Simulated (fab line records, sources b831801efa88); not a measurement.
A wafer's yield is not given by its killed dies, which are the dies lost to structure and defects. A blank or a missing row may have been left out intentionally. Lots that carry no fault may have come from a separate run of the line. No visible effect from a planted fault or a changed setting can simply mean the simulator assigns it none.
Struck lot and sound lot, side by side || flow gf180mcu || 43 steps out of a route of 602
Sound: these wafers, L279.1, L279.2, L279.4. The struck wafers were L288.1, L288.2, L288.5. The cause is given at the end.
For every step that has rows: the tool of each side, followed by ch and its chambers, followed by its first start. Under that, the readings that differ: sound wafers || struck wafers || difference of the means || sigmas: that difference in standard deviations of wafers without a fault.
alike: readings whose means differ by less than 2 such deviations, and words and numbers that are the same on both sides. not compared: withheld readings, readings that some wafer has no value for, bounds like >300 that may hide the same value, and numbers for which the record gives no deviation and whose values overlap.
The two part at a step that has a row with sigmas, a row that says differs or no value, or rows on one side only. Numbers that have no deviation but don't overlap get no sigmas and don't part them. A reading that every wafer of one side lacks parts them only if that side has two wafers or more.

first, 7 steps without rows for these wafers: GF_SAB_DEHYDRATE_02 (time 60 s); GF_SAB_HMDS_03 (prime time 60 s); GF_SAB_COAT_04 (resist thk 1000 nm); GF_SAB_SOFTBAKE_05 (time 60 s); GF_SAB_EXPOSE_06 (exposes mask SAB, target cd 420 nm); GF_SAB_PEB_07; GF_SAB_DEVELOP_08 (develop time 60 s).
GF_SAB_CD_MEAS_09: target cd 420 nm.
  sound: cd-sem-01 at day 18 01:21; struck: cd-sem-01 at day 21 07:02
  alike: cd-nm
GF_SAB_OVL_MEAS_10:
  sound: overlay-02 at day 18 01:28; struck: overlay-01 at day 21 07:09
  alike: SAB_OVL
GF_SAB_ETCH_11: etches SiO2 in C4F8/O2/Ar, target depth 55 nm, time 8.5 s.
  sound on rie-diel-01 ch 0,1,2, day 18 01:31; struck on rie-diel-03 ch 1,2,3, day 21 07:11
  alike: oes-product-au
  not compared: rf-hours-counter-h
then, 2 steps without rows for these wafers: GF_SAB_WET_ETCH_12 (etches SiO2 in dHF, target depth 22 nm, time 440 s); GF_SAB_STRIP_13 (strips in O2/N2).
GF_SALICIDE_CLEAN_00: cleans in SC1/SC2, time 150 s.
  sound on wet-bench-02 ch 0, day 18 01:46; struck on wet-bench-02 ch 1, day 21 07:26
then, 2 steps without rows for these wafers: GF_SALICIDE_WET_ETCH_01 (etches SiO2 in dHF, target depth 5 nm, time 100 s); GF_SALICIDE_SPUTTER_02 (material Co, target thk 10 nm, time 20 s).
GF_SALICIDE_SPUTTER_03: material TiN, target thk 20 nm, time 16.7 s.
  sound: pvd-sputter-03 at day 18 01:53; struck: pvd-sputter-03 at day 21 07:34
  alike: cathode-dc-power-W, throttle-valve-pct
GF_SALICIDE_RS_MEAS_04: a four-point-probe measurement.
  sound: film-metro-02 at day 18 01:55; struck: film-metro-02 at day 21 07:35
  alike: SALICIDE_TIN_RS
GF_SALICIDE_THK_MEAS_05: measures by xrf.
  sound: film-metro-02 at day 18 02:02; struck: film-metro-02 at day 21 07:43
  alike: SALICIDE_TIN_THK
then, 2 steps without rows for these wafers: GF_SALICIDE_RTA_06 (time 30 s); GF_SALICIDE_WET_ETCH_07 (etches the open film in SPM, target depth 120 nm).
GF_SALICIDE_RTA_08: time 30 s.
  sound on rtp-anneal-02 ch 0, day 18 02:18; struck on rtp-anneal-01 ch 0, day 21 07:58
  alike: lamp-power-pct, wafer_temp_C_max
then, 1 step without rows for these wafers: GF_CONTACT_CVD_00 (deposits SiO2, target thk 300 nm, time 50 s).
GF_CONTACT_THK_MEAS_01:
  sound: film-metro-04 at day 18 02:26; struck: film-metro-04 at day 21 08:09
  alike: CONTACT_CVD_00_THK
then, 1 step without rows for these wafers: GF_CONTACT_CVD_02 (deposits SiO2 from TEOS, target thk 860 nm, time 95.992 s).
GF_CONTACT_THK_MEAS_03:
  sound: film-metro-03 at day 18 02:34; struck: film-metro-02 at day 21 08:17
  alike: CONTACT_CVD_02_THK
GF_CONTACT_CMP_04: polishes SiO2.
  sound on cmp-01 ch 0,2,3, day 18 02:41; struck on cmp-02 ch 1,3, day 21 08:23
  alike: edge-zone-pressure-frac, motor-current-A, slurry-filter-dp-kPa, time-to-endpoint-s
GF_CONTACT_BOW_MEAS_05:
  sound: film-metro-03 at day 18 02:56; struck: film-metro-02 at day 21 08:38
  alike: CONTACT_BOW
then, 8 steps without rows for these wafers: GF_CONTACT_DEHYDRATE_06 (time 60 s); GF_CONTACT_HMDS_07 (prime time 60 s); GF_CONTACT_COAT_08; GF_CONTACT_COAT_09 (resist thk 1000 nm); GF_CONTACT_SOFTBAKE_10 (time 60 s); GF_CONTACT_EXPOSE_11 (exposes mask Contact, target cd 220 nm); GF_CONTACT_PEB_12 (peb time 90 s); GF_CONTACT_DEVELOP_13 (develop time 60 s).
GF_CONTACT_CD_MEAS_14: target cd 220 nm.
  sound: cd-sem-02 at day 19 02:20; struck: cd-sem-02 at day 22 08:14
  alike: cd-nm
GF_CONTACT_OVL_MEAS_15:
  sound: overlay-02 at day 19 02:28; struck: overlay-01 at day 22 08:22
  alike: CONTACT_OVL
then, 2 steps without rows for these wafers: GF_CONTACT_ETCH_16 (etches BARC in N2/H2); GF_CONTACT_ETCH_17 (etches SiO2 in C4F8/O2/Ar, stops on CoSi2, target depth 860 nm).
GF_CONTACT_STRIP_18: strips in O2/N2.
  sound on plasma-asher-01 ch 0,1, day 19 02:39; struck on plasma-asher-04 ch 0,1, day 22 08:34
  alike: drypump-motor-current-A, heater-power-w, n2-flow-sccm, oes-product-au
  not compared: rf-hours-counter-h
then, 2 steps without rows for these wafers: GF_CONTACT_CLEAN_19 (cleans in SPM); GF_CONTACT_CLEAN_20 (cleans in DIW).
-- the record jumps here: 11 days lie between the struck wafers' starts before and after (it left off in module CONTACT and takes up again in module PASSIVATION, whose first step shown is number 602 of the route) --
GF_PASSIVATION_PROBE_99:
  record: rows for the struck wafers here (prober-01, day 33 16:07), none for the sound ones

## WHERE THEY PART
Within this record, at GF_PASSIVATION_PROBE_99 only.

WHY: whatever the simulator had introduced
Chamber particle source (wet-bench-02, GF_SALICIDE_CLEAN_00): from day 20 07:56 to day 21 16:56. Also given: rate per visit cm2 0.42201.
